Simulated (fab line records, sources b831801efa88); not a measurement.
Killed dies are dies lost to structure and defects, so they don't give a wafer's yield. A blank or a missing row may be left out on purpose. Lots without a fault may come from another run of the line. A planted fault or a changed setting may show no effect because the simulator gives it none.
A struck lot beside a sound one | flow sky130 | 37 steps out of a route of 708
Sound: wafers L124.1, L124.3, L124.6. Struck: wafers L136.4, L136.5, L136.6. The cause comes at the end.
At each step with rows: each side's tool, then ch and its chambers, then its first start. Under that, the readings that differ: sound wafers | struck wafers | difference of the means | sigmas: that difference in standard deviations of wafers without a fault.
alike: readings whose means differ by less than 2 such deviations, and words and numbers that are the same on both sides. not compared: withheld readings, readings that some wafer has no value for, bounds like >300 that may hide the same value, and numbers for which the record gives no deviation and whose values overlap.
The two part at a step that has a row with sigmas, a row that says differs or no value, or rows on one side only. Numbers that don't overlap but have no deviation are shown without sigmas and don't part them. A reading that every wafer of one side lacks parts them only if that side has two wafers or more.

first, 10 steps without rows for these wafers: SKY_LDD_LDN_SOFTBAKE_03 (time 60 s); SKY_LDD_LDN_EXPOSE_04 (exposes mask LDNTM, target cd 700 nm); SKY_LDD_LDN_PEB_05; SKY_LDD_LDN_DEVELOP_06 (develop time 60 s); SKY_LDD_LDN_IMPLANT_08; SKY_LDD_LDN_IMPLANT_09; SKY_LDD_LDN_IMPLANT_10; SKY_LDD_LDN_IMPLANT_11; SKY_LDD_LDN_STRIP_12 (strips in O2/N2); SKY_LDD_LDN_CLEAN_14 (cleans in SC1/SC2, time 150 s).
SKY_SPACER_CVD_00: deposits Si3N4 from DCS/NH3, target thk 43.1 nm, time 740 s.
  sound on lpcvd-02 ch 1, day 23 17:04; struck on lpcvd-02 ch 1, day 27 17:14
  reading                                  | sound             | struck            | difference | sigmas
  pressure_mtorr (mTorr)                   | 251.4 249.6 250.1 | 124.9 123.9 124.6 | -125.9     | -99 or more
  model.Si3N4_of_SPACER_CVD_00.thk_nm (nm) | 43 42.58 42.34    | 35.5 35.07 35.55  | -7.3       |
  alike: zone_power_centre_pct
SKY_SPACER_THK_MEAS_01:
  sound on film_metro-03, day 23 18:16; struck on film_metro-01, day 27 18:28
  reading                | sound          | struck         | difference | sigmas
  SPACER_CVD_00_THK (nm) | 43.0 42.6 42.3 | 35.5 35.0 35.6 | -7.3       | -17
SKY_SPACER_ETCHBACK_02: etches Si3N4 in CH3F/O2, stops on SiO2, time 46.7 s, target depth 45 nm.
  sound on rie_diel-04 ch 0,2, day 23 18:20; struck on rie_diel-04 ch 1,2,3, day 27 18:30
  reading                  | sound             | struck            | difference | sigmas
  oes_product_au (a.u.)    | 0.850 0.847 0.839 | 0.771 0.778 0.773 | -0.071     | -10
  model.etch.depth_nm (nm) | 43 42.58 42.34    | 35.5 35.07 35.55  | -7.3       |
  alike: O2_flow_sccm, drypump_motor_current_A, throttle_valve_pct
  not compared: rf_hours_counter_h
then, 22 steps without rows for these wafers: SKY_POLY_CUT_DEHYDRATE_00 (time 60 s); SKY_POLY_CUT_HMDS_01 (prime time 60 s); SKY_POLY_CUT_COAT_02 (resist thk 60 nm); SKY_POLY_CUT_COAT_03 (resist thk 450 nm); SKY_POLY_CUT_SOFTBAKE_04 (time 90 s); SKY_POLY_CUT_EXPOSE_05 (exposes mask NPCM, target cd 270 nm); SKY_POLY_CUT_PEB_06; SKY_POLY_CUT_DEVELOP_07 (develop time 60 s); SKY_POLY_CUT_ETCH_10 (etches BARC in N2/H2, stops on SiO2, time 45.9 s, target depth 60 nm); SKY_POLY_CUT_ETCH_11 (etches Si3N4 in CF4/CH2F2/Ar, stops on poly-Si, time 42.5 s, target depth 60 nm); SKY_POLY_CUT_STRIP_12 (strips in O2/N2); SKY_SD_P_DEHYDRATE_00 (time 60 s); SKY_SD_P_HMDS_01 (prime time 60 s); SKY_SD_P_COAT_02 (resist thk 1140 nm); SKY_SD_P_SOFTBAKE_03 (time 60 s); SKY_SD_P_EXPOSE_04 (exposes mask PSDM, target cd 380 nm); SKY_SD_P_PEB_05; SKY_SD_P_DEVELOP_06 (develop time 60 s); SKY_SD_P_IMPLANT_09; SKY_SD_P_STRIP_10 (strips in O2/N2); SKY_RES_XHIGH_DEHYDRATE_00 (time 60 s); SKY_RES_XHIGH_HMDS_01 (prime time 60 s).
-- the record jumps here: 5 days lie between the struck wafers' starts before and after (it left off in module RES_XHIGH and takes up again in module SALICIDE, whose first step shown is number 361 of the route) --
SKY_SALICIDE_CLEAN_00: cleans in HF-last, time 30 s.
  sound on wet_bench-02 ch 1, day 28 14:17; struck on wet_bench-02 ch 1, day 32 09:35
  reading                                  | sound             | struck            | difference | sigmas
  model.Si3N4_of_SPACER_CVD_00.thk_nm (nm) | 42.02 41.59 41.36 | 34.53 34.09 34.58 | -7.26      |
-- the record jumps here: 16 days lie between the struck wafers' starts before and after (it left off in module SALICIDE and takes up again in module PAD_OPEN, whose first step shown is number 708 of the route) --
SKY_PAD_OPEN_PROBE_99:
  sound on prober-01, day 46 02:35; struck on prober-01, day 48 19:20
  reading                                 | sound             | struck            | difference | sigmas
  model.etest.pfet_01v8.r_on_ohm_um       | 2908 2855 2854    | 2680 2633 2632    | -224       |
  model.etest.nfet_g5v0d10v5.r_on_ohm_um  | 1906 1911 1899    | 1869 1826 1851    | -57        |
  model.etest.sonos_uncharged.r_on_ohm_um | 820.9 823.4 811.2 | 771.3 762.5 768.8 | -51.0      |
  model.etest.pfet_01v8.drive_ua_um       | 193 196.4 196.8   | 210.2 216.1 212.1 | +17.4      |
  model.etest.sram_pfet_latch.drive_ua_um | 139.2 139.9 137.6 | 158.3 161.1 158.7 | +20.5      |
  model.etest.pfet_01v8_hvt.drive_ua_um   | 142.5 147.1 146.7 | 158.7 163.7 159.5 | +15.2      |
  model.etest.pfet_01v8_mvt.drive_ua_um   | 152.3 153.8 153.6 | 160 162.8 160     | +8         |
  alike: killed_at_M0_to_M3, killed_at_M4_up, killed_at_contacts, killed_at_front_end, killed_at_other, killed_dies, killed_open, killed_short
  not compared: model.etest.nfet_01v8_lvt.drive_ua_um

WHERE THEY PART
First at SKY_SPACER_CVD_00; last, within this record, at SKY_SPACER_ETCHBACK_02. Later steps at which nothing parts them and some readings are alike: SKY_PAD_OPEN_PROBE_99.

WHY: what the simulator had put in
Process parameter drift: lpcvd-02, from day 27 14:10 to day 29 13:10, at SKY_SPACER_CVD_00. Setting pressure_mtorr, moved by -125, from 250. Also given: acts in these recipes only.
